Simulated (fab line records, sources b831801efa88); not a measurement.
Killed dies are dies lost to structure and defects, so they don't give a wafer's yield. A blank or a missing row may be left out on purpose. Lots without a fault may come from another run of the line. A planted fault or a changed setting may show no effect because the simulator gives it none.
Which tool did it? | flow gf180mcu | 14 lots, 42 wafers sampled, at 3 steps of a route of 602

WHAT THE GAUGES READ, wafer by wafer
GF_HV_LDD_OVL_MEAS_08.
lot  | measured     | on         | HV_LDD_OVL (nm)
L637 | day 10 04:41 | overlay-01 | -0.3 1.9 0.3
L638 | day 10 13:13 | overlay-01 | 0.8 2.1 2.9
L640 | day 11 02:17 | overlay-02 | -0.6 -0.6 0.4
L641 | day 11 14:41 | overlay-02 | 2.2 0.9 -0.1
L642 | day 11 16:21 | overlay-01 | 1.5 1.9 2.2
L643 | day 12 03:38 | overlay-02 | -0.6 -0.7 1.2
L652 | day 15 01:26 | overlay-02 | 0.4 -1.5 0.5
L655 | day 15 22:29 | overlay-01 | 3.2 2.5 1.5
L656 | day 16 05:53 | overlay-01 | 0.9 0.4 -0.4
L657 | day 16 14:02 | overlay-02 | 2.4 2.9 1.1
L658 | day 16 22:14 | overlay-02 | 1.6 1.0 0.5
L659 | day 17 07:58 | overlay-02 | -1.0 1.0 -0.2

GF_HV_LDD_TW_MEAS_11.
lot  | measured     | on            | HV_LDD_TW
L637 | day 10 04:59 | film_metro-02 | 2403 2404 2418
L638 | day 10 13:31 | film_metro-02 | 2398 2391 2405
L640 | day 11 02:34 | film_metro-01 | 2425 2400 2421
L641 | day 11 14:58 | film_metro-02 | 2401 2405 2406
L642 | day 11 16:38 | film_metro-01 | 2419 2408 2416
L643 | day 12 03:56 | film_metro-02 | 2400 2416 2419
L652 | day 15 01:43 | film_metro-02 | 2402 2402 2387
L655 | day 15 22:47 | film_metro-02 | 2403 2397 2412
L656 | day 16 06:11 | film_metro-01 | 2401 2407 2397
L657 | day 16 14:20 | film_metro-04 | 2415 2434 2431
L658 | day 16 22:31 | film_metro-01 | 2408 2403 2394
L659 | day 17 08:16 | film_metro-02 | 2383 2397 2406

WHICH TOOL RAN EACH LOT (tool, then ch and the chambers of the sampled wafers, then the start)
lot  | GF_POLY_GATE_STRIP_14
L637 | plasma_asher-03 ch 0,1, day 9 09:55
L638 | plasma_asher-04 ch 0,1, day 9 18:23
L640 | plasma_asher-03 ch 0,1, day 10 07:02
L641 | plasma_asher-01 ch 0,1, day 10 17:25
L642 | plasma_asher-04 ch 0,1, day 10 18:55
L643 | plasma_asher-01 ch 0,1, day 11 05:46
L649 | plasma_asher-03 ch 0,1, day 13 02:04
L650 | plasma_asher-04 ch 0,1, day 13 09:04
L652 | plasma_asher-01 ch 0,1, day 13 23:13
L655 | plasma_asher-03 ch 0,1, day 14 23:07
L656 | plasma_asher-01 ch 0,1, day 15 06:58
L657 | plasma_asher-03 ch 0,1, day 15 14:54
L658 | plasma_asher-04 ch 0,1, day 15 21:52
L659 | plasma_asher-03 ch 0,1, day 16 07:35
- GF_POLY_GATE_STRIP_14: strips in O2/N2.

WHAT THE TOOLS THEMSELVES READ (means of the sampled wafers that have a number; where no wafer has one, the mark that the record gives instead)
GF_POLY_GATE_STRIP_14.
lot  | tool            | chamber_pressure_mTorr (mTorr) | drypump_motor_current_A (A) | heater_power_w (W) | oes_product_au (a.u.)
L637 | plasma_asher-03 | 1499.1                         | 6.2                         | 346                | 0.506
L638 | plasma_asher-04 | 1500.9                         | 5.7                         | 365                | 0.507
L640 | plasma_asher-03 | 1500.2                         | 6.2                         | 338                | 0.507
L641 | plasma_asher-01 | 1499.8                         | 6.1                         | 283                | 0.508
L642 | plasma_asher-04 | 1500.1                         | 6.0                         | 355                | 0.503
L643 | plasma_asher-01 | 1499.8                         | 5.7                         | 284                | 0.506
L649 | plasma_asher-03 | -                              | -                           | -                  | -
L650 | plasma_asher-04 | -                              | -                           | -                  | -
L652 | plasma_asher-01 | 1500.2                         | 5.8                         | 281                | 0.506
L655 | plasma_asher-03 | 1500.8                         | 6.2                         | 342                | 0.506
L656 | plasma_asher-01 | 1499.7                         | 6.1                         | 280                | 0.505
L657 | plasma_asher-03 | 1499.8                         | 6.2                         | 342                | 0.508
L658 | plasma_asher-04 | 1499.5                         | 6.0                         | 348                | 0.505
L659 | plasma_asher-03 | 1500.3                         | 5.7                         | 333                | 0.502

THE ANSWER, worked out from the rows above alone
Rule: what is usual is taken from the lots themselves. Put in order of their means at a reading, lots are off if they are a third of the lots or fewer, leave a main group of 4 or more, and stand apart from it by a gap of 3 or more times the standard deviation of the main group's means; of several such gaps the widest counts. A main group whose means are all the same, to the digits that the tables above print for the reading, isn't used. A lot without any number at a reading at which 4 lots or more have one is off too. The other lots that the step has rows for count as sound. The gauges are gone through in route order, then the tools' own readings, and for those a lot's mean is taken as printed above. The first step at which some lot is off is used, and at that step the reading that is off furthest; a lot without a number counts as furthest.
Off: L649, L650, at GF_POLY_GATE_STRIP_14 (chamber_pressure_mTorr). Without a number there: L649, L650. The main group: mean 1500.0 mTorr, standard deviation 0.49.
A tool fits if, at that step or a process step before it, it ran every lot that is off, and no sound lot after the first of them. None of those tried fits.

WHAT THE SIMULATOR HAD PUT IN
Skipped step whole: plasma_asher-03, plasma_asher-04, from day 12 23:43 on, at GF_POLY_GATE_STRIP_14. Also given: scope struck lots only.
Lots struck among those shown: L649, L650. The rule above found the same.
